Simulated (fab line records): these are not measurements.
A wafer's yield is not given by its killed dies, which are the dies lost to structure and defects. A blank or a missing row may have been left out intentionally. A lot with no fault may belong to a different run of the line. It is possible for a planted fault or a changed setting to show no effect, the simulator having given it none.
fab line records + flow gf180mcu
record:
- lots: 6
- wafers: 18
- last-day: 34
route steps=602 shown SAB@274 SALICIDE@278
lots that met no fault: from a run of the same line without faults
start-h: hours from the record's first day to the start of the lot's first wafer shown + wait-h: time in hours since the lot's previous step + " repeats the value in the row above + L1.1+2: a single row standing in for several wafers + - either no value or no given start + * or withheld: withheld + < > ~ a bound
route shown NAME@n: a module of which the file shows steps, and the number in the route of the first + usual: mean/standard deviation of fault-free wafers + same: alike in all rows + chamber/n: place in a boat + sites: each site's reading + _std_site: the standard deviation of these + _edge_site: outer sites' mean less inner sites' + radius-mm: how far each site lies from the wafer's centre + mask NAME#n: copy n + behind: tool/chamber where the wafer was last shaped + hold: reason for holding the lot/hours on hold/outcome of the hold + device: the n, p or np transistor that did not switch + end of line: at the end of the route, the tests of the same wafers + for a step that has no rows: nothing shown but its recipe + killed: the dies lost at the first sort to structure and to defects; this is not the yield of the wafer + map: per-die view of a wafer (x killed, . not killed, _ where there is no die)
set.NAME: the setting that was run; set.NAME@STEP: the one run at that earlier step + model.NAME: the simulator's own value behind a step, which no gauge read
lots seen at some steps along the route; tables by step, rows by wafer
services: from which hour (start-h, from the record's first day; less than 0 if before it) a tool's chamber was out of use, for how many hours, and why
== steps ==
step: GF_SAB_OVL_MEAS_10
usual:
- SAB_OVL: 0.2/1.3
| lot.wafer | tool       | chamber | start-h | wait-h | SAB_OVL[nm] |
|-----------|------------|---------|---------|--------|-------------|
| L820.1    | overlay-01 | -       | 357.73  | 0.1    | 0.4         |
| L820.2    | "          | -       | "       | "      | -0.1        |
| L820.6    | "          | -       | "       | "      | 0.3         |
| L830.2    | overlay-02 | -       | 439.09  | 0.1    | 1.3         |
| L830.4    | "          | -       | "       | "      | 0.1         |
| L830.5    | "          | -       | "       | "      | 0.0         |
| L833.3    | overlay-02 | -       | 457.00  | 0.1    | -0.6        |
| L833.4    | "          | -       | "       | "      | 0.7         |
| L833.5    | "          | -       | "       | "      | 0.2         |
| L834.3    | overlay-02 | -       | 465.60  | 0.1    | -0.5        |
| L834.4    | "          | -       | "       | "      | 1.9         |
| L834.5    | "          | -       | "       | "      | -0.7        |
| L840.1    | overlay-02 | -       | 511.84  | 0.1    | -0.1        |
| L840.2    | "          | -       | "       | "      | -0.6        |
| L840.6    | "          | -       | "       | "      | -0.3        |
| L842.3    | overlay-02 | -       | 533.45  | 0.1    | -0.8        |
| L842.5    | "          | -       | "       | "      | -0.6        |
| L842.6    | "          | -       | "       | "      | 0.4         |
step: GF_SAB_ETCH_11
recipe:
- chemistry: C4F8/O2/Ar
- mask-material: NOVOLAK
- target: SiO2
- target-depth-nm: 55
- source-w: 1500
- bias-w: 1200
- pressure-mtorr: 40
- c4f8-flow-sccm: withheld
- O2_flow_sccm: 6
- Ar_flow_sccm: 300
- time-s: 8.5
usual:
- oes-product-au: 1.002/0.015
| lot.wafer | tool        | chamber | start-h | wait-h | oes-product-au | rf-hours-counter-h |
|-----------|-------------|---------|---------|--------|----------------|--------------------|
| L820.1    | rie-diel-04 | 1       | 357.77  | 0.0    | 0.993          | 15                 |
| L820.2    | "           | 0       | "       | "      | 0.996          | 15                 |
| L820.6    | "           | 3       | "       | "      | 1.001          | -                  |
| L830.2    | rie-diel-02 | 3       | 439.12  | 0.0    | 1.029          | 9                  |
| L830.4    | "           | 2       | "       | "      | 1.014          | 15                 |
| L830.5    | "           | 2       | "       | "      | 1.008          | -                  |
| L833.3    | rie-diel-02 | 1       | 457.02  | 0.0    | 1.013          | 77                 |
| L833.4    | "           | 0       | "       | "      | 1.025          | 6                  |
| L833.5    | "           | 0       | "       | "      | 1.006          | -                  |
| L834.3    | rie-diel-02 | 0       | 465.62  | 0.0    | 1.000          | 6                  |
| L834.4    | "           | 0       | "       | "      | 0.994          | -                  |
| L834.5    | "           | 1       | "       | "      | 1.016          | -                  |
| L840.1    | rie-diel-01 | 1       | 511.87  | 0.0    | 0.987          | 64                 |
| L840.2    | "           | 0       | "       | "      | 0.989          | 14                 |
| L840.6    | "           | 2       | "       | "      | 1.005          | -                  |
| L842.3    | rie-diel-01 | 0       | 533.47  | 0.0    | 0.993          | 14                 |
| L842.5    | "           | 1       | "       | "      | 0.988          | -                  |
| L842.6    | "           | 0       | "       | "      | 0.991          | -                  |
step: GF_SAB_WET_ETCH_12
recipe:
- chemistry: dHF
- target-depth-nm: 22
- dry: n2-spin
- target: SiO2
- temp-c: 25
- dilution: 100:1
- time-s: 440
step: GF_SAB_STRIP_13
recipe:
- chemistry: O2/N2
- power-w: 1400
- pressure-mtorr: 1500
- platen-temp-c: 250
- o2-flow-sccm: 3000
- n2-flow-sccm: 300
- overash-fraction: 0.5
usual:
- drypump-motor-current-A: 5.4/0.4
- heater-power-w: 356/48
- oes-product-au: 0.709/0.0047
- platen-temp-c: 250.00/0.19
- strip-time-to-endpoint-s: 12.61/0.033
| lot.wafer | tool            | chamber | start-h | wait-h | drypump-motor-current-A | heater-power-w | oes-product-au | platen-temp-c | rf-hours-counter-h | strip-time-to-endpoint-s |
|-----------|-----------------|---------|---------|--------|-------------------------|----------------|----------------|---------------|--------------------|--------------------------|
| L820.1    | plasma-asher-01 | 0       | 357.93  | 0.0    | 6.0                     | 346            | 0.698          | 249.86        | 71                 | 12.64                    |
| L820.2    | "               | 1       | "       | "      | 6.0                     | 291            | 0.707          | 249.95        | 71                 | 12.62                    |
| L820.6    | "               | 1       | "       | "      | 6.0                     | 291            | 0.713          | 249.90        | -                  | 12.61                    |
| L830.2    | plasma-asher-01 | 1       | 439.43  | 0.0    | 6.1                     | 301            | 0.710          | 250.48        | 1                  | 12.58                    |
| L830.4    | "               | 0       | "       | "      | 5.9                     | 335            | 0.706          | 249.72        | -                  | 12.61                    |
| L830.5    | "               | 1       | "       | "      | 6.1                     | 292            | 0.711          | 250.23        | -                  | 12.62                    |
| L833.3    | plasma-asher-04 | 1       | 457.22  | 0.0    | 4.9                     | 329            | 0.708          | 250.18        | -                  | 12.59                    |
| L833.4    | "               | 0       | "       | "      | 5.5                     | 401            | 0.711          | 249.94        | -                  | 12.59                    |
| L833.5    | "               | 0       | "       | "      | 5.5                     | 381            | 0.710          | 249.65        | -                  | 12.59                    |
| L834.3    | plasma-asher-01 | 1       | 465.82  | 0.0    | 6.1                     | 289            | 0.708          | 249.95        | -                  | 12.66                    |
| L834.4    | "               | 0       | "       | "      | 5.9                     | 331            | 0.715          | 250.16        | -                  | 12.64                    |
| L834.5    | "               | 0       | "       | "      | 5.9                     | 333            | 0.706          | 250.08        | -                  | 12.66                    |
| L840.1    | plasma-asher-03 | 1       | 512.04  | 0.0    | 5.3                     | 324            | 0.707          | 249.97        | 39                 | 12.58                    |
| L840.2    | "               | 0       | "       | "      | 5.0                     | 430            | 0.706          | 250.31        | 39                 | 12.57                    |
| L840.6    | "               | 1       | "       | "      | 5.3                     | 325            | 0.715          | 250.22        | -                  | 12.52                    |
| L842.3    | plasma-asher-03 | 0       | 533.66  | 0.0    | 5.0                     | 442            | 0.705          | 249.98        | -                  | 12.58                    |
| L842.5    | "               | 1       | "       | "      | 5.3                     | 329            | 0.712          | 250.16        | -                  | 12.54                    |
| L842.6    | "               | 0       | "       | "      | 5.0                     | 426            | 0.703          | 250.14        | -                  | 12.57                    |
step: GF_SALICIDE_CLEAN_00
recipe:
- chemistry: SC1/SC2
- mix: 1:4:20
- temp-c: 70
- time-s: 150
step: GF_SALICIDE_WET_ETCH_01
recipe:
- chemistry: dHF
- target-depth-nm: 5
- dry: ipa-marangoni
- target: SiO2
- temp-c: 25
- dilution: 100:1
- time-s: 100
step: GF_SALICIDE_SPUTTER_02
recipe:
- material: Co
- target-thk-nm: 10
- power-w: 1000
- time-s: 20
- chamber-pressure-pa: 0.4
usual:
- chamber-pressure-pa: 0.3999/0.00079
- throttle-valve-pct: 29.7/1
| lot.wafer | tool           | chamber | start-h | wait-h | chamber-pressure-pa | throttle-valve-pct |
|-----------|----------------|---------|---------|--------|---------------------|--------------------|
| L820.1    | pvd-sputter-01 | -       | 358.12  | 0.0    | 0.4011              | 31.9               |
| L820.2    | "              | -       | "       | "      | 0.4007              | 30.3               |
| L820.6    | "              | -       | "       | "      | 0.4007              | 29.0               |
| L830.2    | pvd-sputter-03 | -       | 439.66  | 0.0    | 0.4017              | 29.1               |
| L830.4    | "              | -       | "       | "      | 0.4003              | 30.5               |
| L830.5    | "              | -       | "       | "      | 0.3999              | 30.4               |
| L833.3    | pvd-sputter-03 | -       | 457.38  | 0.0    | 0.3996              | 29.3               |
| L833.4    | "              | -       | "       | "      | 0.4004              | 28.8               |
| L833.5    | "              | -       | "       | "      | 0.3993              | 29.1               |
| L834.3    | pvd-sputter-01 | -       | 465.98  | 0.0    | 0.3992              | 31.9               |
| L834.4    | "              | -       | "       | "      | 0.3994              | 28.9               |
| L834.5    | "              | -       | "       | "      | 0.4001              | 31.9               |
| L840.1    | pvd-sputter-02 | -       | 512.23  | 0.0    | 0.3992              | 29.7               |
| L840.2    | "              | -       | "       | "      | 0.4014              | 29.2               |
| L840.6    | "              | -       | "       | "      | 0.3997              | 28.3               |
| L842.3    | pvd-sputter-02 | -       | 533.81  | 0.0    | 0.3999              | 28.5               |
| L842.5    | "              | -       | "       | "      | 0.4018              | 29.9               |
| L842.6    | "              | -       | "       | "      | 0.3982              | 29.8               |
step: GF_SALICIDE_SPUTTER_03
recipe:
- material: TiN
- target-thk-nm: 20
- power-w: 6500
- time-s: 16.7
- chamber-pressure-pa: 0.4
usual:
- chamber-pressure-pa: 0.3999/0.00091
- throttle-valve-pct: 29.7/1
| lot.wafer | tool           | chamber | start-h | wait-h | chamber-pressure-pa | throttle-valve-pct |
|-----------|----------------|---------|---------|--------|---------------------|--------------------|
| L820.1    | pvd-sputter-01 | -       | 358.15  | 0.0    | 0.4009              | 31.9               |
| L820.2    | "              | -       | "       | "      | 0.4005              | 30.4               |
| L820.6    | "              | -       | "       | "      | 0.3988              | 28.7               |
| L830.2    | pvd-sputter-03 | -       | 439.69  | 0.0    | 0.4018              | 29.2               |
| L830.4    | "              | -       | "       | "      | 0.3993              | 30.5               |
| L830.5    | "              | -       | "       | "      | 0.3994              | 30.4               |
| L833.3    | pvd-sputter-03 | -       | 457.40  | 0.0    | 0.3992              | 29.3               |
| L833.4    | "              | -       | "       | "      | 0.4008              | 28.7               |
| L833.5    | "              | -       | "       | "      | 0.3995              | 29.2               |
| L834.3    | pvd-sputter-01 | -       | 466.00  | 0.0    | 0.3992              | 32.0               |
| L834.4    | "              | -       | "       | "      | 0.4003              | 28.9               |
| L834.5    | "              | -       | "       | "      | 0.3987              | 31.9               |
| L840.1    | pvd-sputter-02 | -       | 512.26  | 0.0    | 0.4001              | 29.8               |
| L840.2    | "              | -       | "       | "      | 0.4004              | 29.1               |
| L840.6    | "              | -       | "       | "      | 0.3995              | 28.3               |
| L842.3    | pvd-sputter-02 | -       | 533.84  | 0.0    | 0.3991              | 28.4               |
| L842.5    | "              | -       | "       | "      | 0.4010              | 29.7               |
| L842.6    | "              | -       | "       | "      | 0.4006              | 29.8               |
step: GF_SALICIDE_RS_MEAS_04
recipe:
- thk-meas-gauge: four-point-probe
- reads: TiN_of_SALICIDE_SPUTTER_03+Co_of_SALICIDE_SPUTTER_02
usual:
- SALICIDE_TIN_RS: 16.2/0.39
| lot.wafer | tool          | chamber | start-h | wait-h | SALICIDE_TIN_RS[ohm/sq] |
|-----------|---------------|---------|---------|--------|-------------------------|
| L820.1    | film-metro-02 | -       | 358.18  | 0.0    | 16.6                    |
| L820.2    | "             | -       | "       | "      | 17.0                    |
| L820.6    | "             | -       | "       | "      | 16.5                    |
| L830.2    | film-metro-03 | -       | 439.73  | 0.0    | 16.0                    |
| L830.4    | "             | -       | "       | "      | 16.5                    |
| L830.5    | "             | -       | "       | "      | 16.3                    |
| L833.3    | film-metro-02 | -       | 457.47  | 0.1    | 15.9                    |
| L833.4    | "             | -       | "       | "      | 16.5                    |
| L833.5    | "             | -       | "       | "      | 15.8                    |
| L834.3    | film-metro-03 | -       | 466.07  | 0.1    | 16.1                    |
| L834.4    | "             | -       | "       | "      | 16.0                    |
| L834.5    | "             | -       | "       | "      | 16.3                    |
| L840.1    | film-metro-02 | -       | 512.28  | 0.0    | 15.9                    |
| L840.2    | "             | -       | "       | "      | 15.9                    |
| L840.6    | "             | -       | "       | "      | 16.2                    |
| L842.3    | film-metro-03 | -       | 533.90  | 0.1    | 16.1                    |
| L842.5    | "             | -       | "       | "      | 15.8                    |
| L842.6    | "             | -       | "       | "      | 15.9                    |
step: GF_SALICIDE_THK_MEAS_05
recipe:
- thk-meas-gauge: xrf
- reads: TiN_of_SALICIDE_SPUTTER_03
usual:
- SALICIDE_TIN_THK: 20.0/0.35
| lot.wafer | tool          | chamber | start-h | wait-h | SALICIDE_TIN_THK[nm] |
|-----------|---------------|---------|---------|--------|----------------------|
| L820.1    | film-metro-02 | -       | 358.30  | 0.1    | 20.4                 |
| L820.2    | "             | -       | "       | "      | 20.6                 |
| L820.6    | "             | -       | "       | "      | 19.9                 |
| L830.2    | film-metro-03 | -       | 439.84  | 0.1    | 19.7                 |
| L830.4    | "             | -       | "       | "      | 20.2                 |
| L830.5    | "             | -       | "       | "      | 20.2                 |
| L833.3    | film-metro-02 | -       | 457.57  | 0.1    | 19.6                 |
| L833.4    | "             | -       | "       | "      | 19.8                 |
| L833.5    | "             | -       | "       | "      | 19.6                 |
| L834.3    | film-metro-03 | -       | 466.17  | 0.1    | 20.2                 |
| L834.4    | "             | -       | "       | "      | 19.5                 |
| L834.5    | "             | -       | "       | "      | 20.2                 |
| L840.1    | film-metro-02 | -       | 512.40  | 0.1    | 19.5                 |
| L840.2    | "             | -       | "       | "      | 19.8                 |
| L840.6    | "             | -       | "       | "      | 19.2                 |
| L842.3    | film-metro-03 | -       | 534.00  | 0.1    | 19.6                 |
| L842.5    | "             | -       | "       | "      | 20.3                 |
| L842.6    | "             | -       | "       | "      | 19.5                 |
step: GF_SALICIDE_RTA_06
recipe:
- temp-c: 530
- time-s: 30
- ambient: N2
usual:
- anneal-temp-c-max: 532.3/0.46
- chamber-o2-ppm: 2.003/0.022
- lamp-power-pct: 7.1/0.7
- wafer_temp_C_max: 534.5/0.78
| lot.wafer | tool          | chamber | start-h | wait-h | anneal-temp-c-max | chamber-o2-ppm | lamp-power-pct | wafer_temp_C_max |
|-----------|---------------|---------|---------|--------|-------------------|----------------|----------------|------------------|
| L820.1    | rtp-anneal-01 | 0       | 358.36  | 0.1    | 532.2             | 1.960          | 7.5            | 534.5            |
| L820.2    | "             | 0       | "       | "      | 533.4             | 2.013          | 7.5            | 535.3            |
| L820.6    | "             | 0       | "       | "      | 532.2             | 2.015          | 7.5            | 534.1            |
| L830.2    | rtp-anneal-01 | 0       | 439.91  | 0.1    | 532.0             | 2.007          | 7.5            | 534.2            |
| L830.4    | "             | 0       | "       | "      | 531.3             | 2.027          | 7.5            | 534.5            |
| L830.5    | "             | 0       | "       | "      | 532.1             | 2.006          | 7.5            | 534.1            |
| L833.3    | rtp-anneal-01 | 0       | 457.64  | 0.1    | 532.2             | 2.027          | 7.5            | 535.4            |
| L833.4    | "             | 0       | "       | "      | 531.7             | 2.029          | 7.5            | 533.6            |
| L833.5    | "             | 0       | "       | "      | 532.7             | 2.008          | 7.5            | 533.5            |
| L834.3    | rtp-anneal-01 | 0       | 466.24  | 0.1    | 531.2             | 1.997          | 7.5            | 533.7            |
| L834.4    | "             | 0       | "       | "      | 531.9             | 2.011          | 7.5            | 532.9            |
| L834.5    | "             | 0       | "       | "      | 532.1             | 1.975          | 7.5            | 533.8            |
| L840.1    | rtp-anneal-02 | 0       | 512.46  | 0.1    | 532.7             | 2.013          | 6.0            | 533.0            |
| L840.2    | "             | 0       | "       | "      | 532.0             | 1.983          | 6.0            | 535.4            |
| L840.6    | "             | 0       | "       | "      | 532.1             | 1.997          | 6.0            | 534.7            |
| L842.3    | rtp-anneal-01 | 0       | 534.08  | 0.1    | 533.9             | 2.008          | 7.5            | 535.3            |
| L842.5    | "             | 0       | "       | "      | 532.3             | 1.987          | 7.5            | 533.5            |
| L842.6    | "             | 0       | "       | "      | 531.8             | 2.008          | 7.5            | 534.4            |
step: GF_SALICIDE_WET_ETCH_07
recipe:
- chemistry: SPM
- target-depth-nm: 120
- dry: n2-spin
step: GF_SALICIDE_RTA_08
recipe:
- temp-c: 800
- time-s: 30
- ambient: N2
usual:
- anneal-temp-c-max: 803.4/0.67
- chamber-o2-ppm: 1.998/0.02
- lamp-power-pct: 18.2/2.1
- wafer_temp_C_max: 806.9/1.1
| lot.wafer | tool          | chamber | start-h | wait-h | anneal-temp-c-max | chamber-o2-ppm | lamp-power-pct | wafer_temp_C_max |
|-----------|---------------|---------|---------|--------|-------------------|----------------|----------------|------------------|
| L820.1    | rtp-anneal-02 | 0       | 358.55  | 0.0    | 802.8             | 2.046          | 16.6           | 806.0            |
| L820.2    | "             | 0       | "       | "      | 804.1             | 2.028          | 16.6           | 807.0            |
| L820.6    | "             | 0       | "       | "      | 803.0             | 2.004          | 16.6           | 807.6            |
| L830.2    | rtp-anneal-02 | 0       | 440.11  | 0.0    | 803.0             | 2.011          | 16.6           | 809.9            |
| L830.4    | "             | 0       | "       | "      | 803.5             | 2.005          | 16.6           | 807.9            |
| L830.5    | "             | 0       | "       | "      | 803.3             | 2.011          | 16.6           | 808.6            |
| L833.3    | rtp-anneal-02 | -       | 457.84  | 0.0    | -                 | -              | -              | -                |
| L833.4    | "             | -       | "       | "      | -                 | -              | -              | -                |
| L833.5    | "             | -       | "       | "      | -                 | -              | -              | -                |
| L834.3    | rtp-anneal-02 | -       | 466.44  | 0.0    | -                 | -              | -              | -                |
| L834.4    | "             | -       | "       | "      | -                 | -              | -              | -                |
| L834.5    | "             | -       | "       | "      | -                 | -              | -              | -                |
| L840.1    | rtp-anneal-01 | 0       | 512.66  | 0.0    | 804.6             | 1.995          | 20.8           | 806.9            |
| L840.2    | "             | 0       | "       | "      | 804.1             | 1.994          | 20.8           | 807.4            |
| L840.6    | "             | 0       | "       | "      | 803.1             | 1.992          | 20.8           | 806.2            |
| L842.3    | rtp-anneal-01 | 0       | 534.27  | 0.0    | 804.0             | 2.011          | 20.9           | 809.1            |
| L842.5    | "             | 0       | "       | "      | 804.0             | 2.003          | 20.8           | 807.0            |
| L842.6    | "             | 0       | "       | "      | 803.8             | 1.988          | 20.8           | 807.8            |
== services ==
| tool            | chamber | start-h | hours | kind       |
|-----------------|---------|---------|-------|------------|
| pvd-sputter-01  | -       | 349.48  | 6.1   | repair     |
| plasma-asher-03 | -       | 357.01  | 4.4   | repair     |
| plasma-asher-01 | -       | 364.35  | 3.7   | repair     |
| rie-diel-02     | 3       | 373.74  | 9.7   | repair     |
| pvd-sputter-02  | -       | 387.94  | 2.5   | repair     |
| pvd-sputter-01  | -       | 395.64  | 3.7   | repair     |
| pvd-sputter-02  | -       | 397.58  | 47.5  | repair     |
| pvd-sputter-03  | -       | 405.63  | 6.2   | repair     |
| plasma-asher-03 | -       | 417.15  | 16.4  | repair     |
| plasma-asher-01 | -       | 421.25  | 9.0   | pm         |
| plasma-asher-01 | 0       | 421.25  | 9.0   | vent-cycle |
| plasma-asher-01 | 1       | 421.25  | 9.0   | vent-cycle |
| plasma-asher-01 | -       | 425.45  | 2.8   | repair     |
| rie-diel-02     | 3       | 429.46  | 2.7   | repair     |
| plasma-asher-01 | 0       | 430.25  | -     | clean      |
| rie-diel-04     | 1       | 435.56  | 2.8   | repair     |
| rie-diel-02     | 2       | 464.28  | 1.8   | repair     |
| rie-diel-01     | 1       | 478.35  | 13.3  | repair     |
| rie-diel-04     | 2       | 479.84  | 4.1   | repair     |
| rie-diel-04     | 1       | 500.91  | 4.5   | repair     |
| rie-diel-04     | 0       | 502.93  | 2.5   | repair     |
| plasma-asher-04 | -       | 518.75  | 2.1   | repair     |
| rie-diel-01     | 3       | 527.19  | 1.3   | repair     |
| rtp-anneal-02   | -       | 532.91  | 3.2   | pm         |
== key ==
first-sign:
- step: GF_SALICIDE_RTA_08
- reading: tool-record
- direction: missing
effect none on later readings
met-at GF_SALICIDE_RTA_08
struck-wafers L833.3,L833.4,L833.5,L834.3,L834.4,L834.5
later-rows-left-out L833.3,L833.4,L833.5,L834.3,L834.4,L834.5
sort-left-out L833.3,L833.4,L833.5,L834.3,L834.4,L834.5
tester-left-out L833,L834
onset-between 440.11 457.84
fault:
- kind: skipped-step-whole
- tool: rtp-anneal-02
- chamber: -
- onset-h: 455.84
- steps: GF_SALICIDE_RTA_08
- scope: struck-lots-only
tester-left-out: of these lots the tester's yield and bins aren't shown, on N5 and GAA mostly nor the transistor test; their killed dies are dies lost to structure and defects alone, not to doping, threshold or leakage, so they don't give the yield
sort-left-out: the simulated sort isn't trusted on such a fault, so these wafers' sort isn't shown, and their yield isn't known
later-rows-left-out: the simulator's readings of these wafers behind a module that went badly wrong aren't trusted and aren't shown, but for the sort
